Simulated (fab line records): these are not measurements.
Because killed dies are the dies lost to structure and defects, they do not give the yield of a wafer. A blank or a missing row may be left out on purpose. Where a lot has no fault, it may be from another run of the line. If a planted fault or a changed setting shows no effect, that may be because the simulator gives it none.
A lot that was struck, set against a sound lot    flow gf180mcu    21 steps out of a route of 602
Sound: the wafers L343.3, L343.4, L343.5. Struck: wafers L355.1, L355.3, L355.4. The cause comes at the end.
Per side, at each step with rows, come the tool, then ch with its chambers, and then its first start. Under that, the readings that differ: sound wafers    struck wafers    difference of the means    sigmas: that difference in standard deviations of wafers without a fault.
alike: a reading whose means differ by less than 2 such deviations, as well as words and numbers matching on both sides. not compared: withheld readings; readings where some wafer has no value; bounds like >300 that might hide an equal value; numbers whose values overlap and for which the record gives no deviation.
A row with sigmas, a row that says differs or no value, or rows on one side alone: a step with any of these is where the two part. Numbers that don't overlap but have no deviation are shown without sigmas and don't part them. A reading missing from all wafers of one side parts the sides only when that side holds two or more wafers.

first, 1 step without rows for these wafers: GF_NSD_IMPLANT_10.
GF_NSD_STRIP_11: strips in O2/N2.
  sound on plasma asher-04 ch 0,1, day 16 14:02; struck on plasma asher-03 ch 0,1, day 20 15:24
reading                sound              struck             difference  sigmas
oes product au (a.u.)  0.482 0.477 0.483  0.490 0.481 0.504  +0.011      +2
  alike: drypump motor current A, heater power w, strip time to endpoint s
  not compared: rf hours counter h
GF_NSD_TW_MEAS_12:
  sound on film metro-01, day 16 14:08; struck on film metro-04, day 20 15:30
  alike: NSD_TW
then, 7 steps without rows for these wafers: GF_PSD_DEHYDRATE_00 (time 60 s); GF_PSD_HMDS_01 (prime time 60 s); GF_PSD_COAT_02 (resist thk 1000 nm); GF_PSD_SOFTBAKE_03 (time 60 s); GF_PSD_EXPOSE_04 (exposes mask Pplus, target cd 400 nm); GF_PSD_PEB_05; GF_PSD_DEVELOP_06 (develop time 60 s).
GF_PSD_CD_MEAS_07: the cd target is 400 nm.
  sound on cd sem-01, day 17 12:55; struck on cd sem-01, day 21 14:56
  alike: cd nm
GF_PSD_OVL_MEAS_08:
  sound on overlay-01, day 17 13:01; struck on overlay-01, day 21 15:03
  alike: PSD_OVL
GF_PSD_IMPLANT_09:
  sound on implanter-03 ch 0, day 17 13:05; struck on implanter-01 ch 0, day 21 15:05
reading                    sound                 struck                difference  sigmas
beam energy keV            39.994 39.998 39.993  40.822 40.821 40.815  +0.824      +63
model.implant.drp nm (nm)  15.87 15.87 15.87     16.1 16.1 16.1        +0.2        
  alike: beam on s, tilt deg
GF_PSD_STRIP_10: strips in O2/N2.
  sound on plasma asher-02 ch 0,1, day 17 13:13; struck on plasma asher-04 ch 0,1, day 21 15:14
reading                       sound              struck             difference  sigmas
strip time to endpoint s (s)  16.51 16.51 16.56  16.62 16.60 16.65  +0.10       +3
  alike: drypump motor current A, heater power w, oes product au
  not compared: rf hours counter h
GF_PSD_TW_MEAS_11:
  sound on film metro-04, day 17 13:19; struck on film metro-01, day 21 15:20
  alike: PSD_TW
then, 1 step without rows for these wafers: GF_PSD_CLEAN_12 (cleans in SC1/SC2, time 150 s).
GF_PSD_RTA_13: time 20 s.
  sound on rtp anneal-01 ch 0, day 17 13:26; struck on rtp anneal-02 ch 0, day 21 15:27
reading             sound           struck          difference  sigmas
lamp power pct (%)  30.2 30.1 30.1  31.9 31.9 31.8  +1.7        +2
  alike: chamber o2 ppm, wafer_temp_C_max
GF_PSD_RS_MEAS_14: uses a four-point probe to measure.
  sound on film metro-04, day 17 13:31; struck on film metro-04, day 21 15:32
  alike: NSD_RS
GF_PSD_RS_MEAS_15: uses a four-point probe to measure.
  sound on film metro-04, day 17 13:38; struck on film metro-04, day 21 15:39
reading          sound                 struck                difference  sigmas
PSD_RS (ohm/sq)  108.87 108.99 108.87  107.29 107.48 107.28  -1.56       -5
GF_SAB_CVD_00: deposits SiO2 from TEOS, target thk 50 nm, time 4.9302 s.
  sound on pecvd-03 ch 0,1,2, day 17 13:43; struck on pecvd-01 ch 0,1, day 21 15:46
  alike: heater power w
  not compared: since wet clean h
next, for these wafers, 1 step has no rows: GF_PASSIVATION_PROBE_99.

== WHERE THEY PART ==
Earliest at GF_NSD_STRIP_11; latest, in this record, at GF_PSD_RS_MEAS_15. Later steps at which nothing parts them and some readings are alike: GF_SAB_CVD_00.

WHY: the cause the simulator had injected
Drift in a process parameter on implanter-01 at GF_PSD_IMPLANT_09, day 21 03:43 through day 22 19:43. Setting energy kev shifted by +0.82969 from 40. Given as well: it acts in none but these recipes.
